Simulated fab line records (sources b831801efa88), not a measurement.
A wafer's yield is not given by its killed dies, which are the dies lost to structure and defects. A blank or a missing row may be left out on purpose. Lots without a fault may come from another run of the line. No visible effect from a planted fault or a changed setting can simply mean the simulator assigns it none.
Struck lot and sound lot, side by side -- flow gf180mcu -- 16 steps out of a route of 602
Sound: the wafers L162.3, L162.5, L162.6. Struck: wafer L176.3 (left out: L176.2, L176.6 of the same lot, which were not struck); the cause appears at the end.
For every step that has rows: the tool of each side, followed by ch and its chambers, followed by its first start. Under that, the readings that differ: sound wafers -- struck wafers -- difference of the means -- sigmas: that difference in standard deviations of wafers without a fault.
alike: readings whose means differ by less than 2 such deviations, and words and numbers that are the same on both sides. not compared: withheld readings, readings that some wafer has no value for, bounds like >300 that may hide the same value, and numbers for which the record gives no deviation and whose values overlap.
A row with sigmas, a row that says differs or no value, or rows on one side alone: a step with any of these is where the two part. Numbers that have no deviation but don't overlap get no sigmas and don't part them. Lack of a reading on every wafer of one side parts them only where that side has two or more wafers.

first, 6 steps without rows for these wafers: GF_TOP_METAL_HMDS_08 (prime time 60 s); GF_TOP_METAL_COAT_09 (resist thk 1500 nm); GF_TOP_METAL_SOFTBAKE_10 (time 60 s); GF_TOP_METAL_EXPOSE_11 (exposes mask MetalTop, target cd 440 nm); GF_TOP_METAL_PEB_12; GF_TOP_METAL_DEVELOP_13 (develop time 60 s).
GF_TOP_METAL_CD_MEAS_14: target cd 440 nm.
  sound: cd sem-02 at day 28 07:53; struck: cd sem-01 at day 32 08:25
  alike: cd nm
GF_TOP_METAL_OVL_MEAS_15:
  sound: overlay-01 at day 28 07:58; struck: overlay-02 at day 32 08:31
reading,sound,struck,difference,sigmas
TOP_METAL_OVL (nm),-1.0 -1.8 0.0,1.7,+2.6,+2
GF_TOP_METAL_METAL_ETCH_16: etches the open film in Cl2/BCl3, stops on SiO2, target depth 1197 nm, time 199.5 s.
  sound on rie metal-03 ch 0,1, day 28 08:04; struck on rie metal-01 ch 0, day 32 08:37
  alike: drypump motor current A, oes product au, throttle valve pct
  not compared: rf hours counter h
GF_TOP_METAL_STRIP_17: strips in O2/N2.
  sound on plasma asher-01 ch 0,1, day 28 08:13; struck on plasma asher-01 ch 1, day 32 08:56
  alike: drypump motor current A, heater power w, oes product au, strip time to endpoint s
  not compared: rf hours counter h
then, 2 steps without rows for these wafers: GF_TOP_METAL_STRIP_18 (strips in post etch residue remover, time 1200 s); GF_TOP_METAL_CLEAN_19 (cleans in DIW).
GF_PASSIVATION_CVD_00: deposits SiO2 from TEOS, target thk 1000 nm, time 111.95 s.
  sound on pecvd-03 ch 0,1,2, day 28 08:45; struck on pecvd-03 ch 2, day 32 09:28
reading,sound,struck,difference,sigmas
model.SiO2_of_PASSIVATION_CVD_00.thk nm (nm),987.1 1011 1000,933.6,-65.8,
  alike: heater power w
GF_PASSIVATION_THK_MEAS_01:
  sound: film metro-04 at day 28 08:51; struck: film metro-01 at day 32 09:38
reading,sound,struck,difference,sigmas
PASSIVATION_CVD_00_THK (nm),987 1010 1000,934,-65,-5
GF_PASSIVATION_CVD_02: deposits Si3N4, target thk 700 nm, time 486.18 s.
  sound on pecvd-01 ch 1,2, day 28 08:53; struck on pecvd-01 ch 0, day 32 09:41
reading,sound,struck,difference,sigmas
heater power w (W),575 477 579,808,+264,+2
GF_PASSIVATION_PROBE_99:
  sound wafers here have rows in the record (prober-02, day 29 06:38); struck ones have none

== WHERE THEY PART ==
At GF_TOP_METAL_OVL_MEAS_15 first; at GF_PASSIVATION_PROBE_99 last (within this record only).

WHY: what the simulator had put in
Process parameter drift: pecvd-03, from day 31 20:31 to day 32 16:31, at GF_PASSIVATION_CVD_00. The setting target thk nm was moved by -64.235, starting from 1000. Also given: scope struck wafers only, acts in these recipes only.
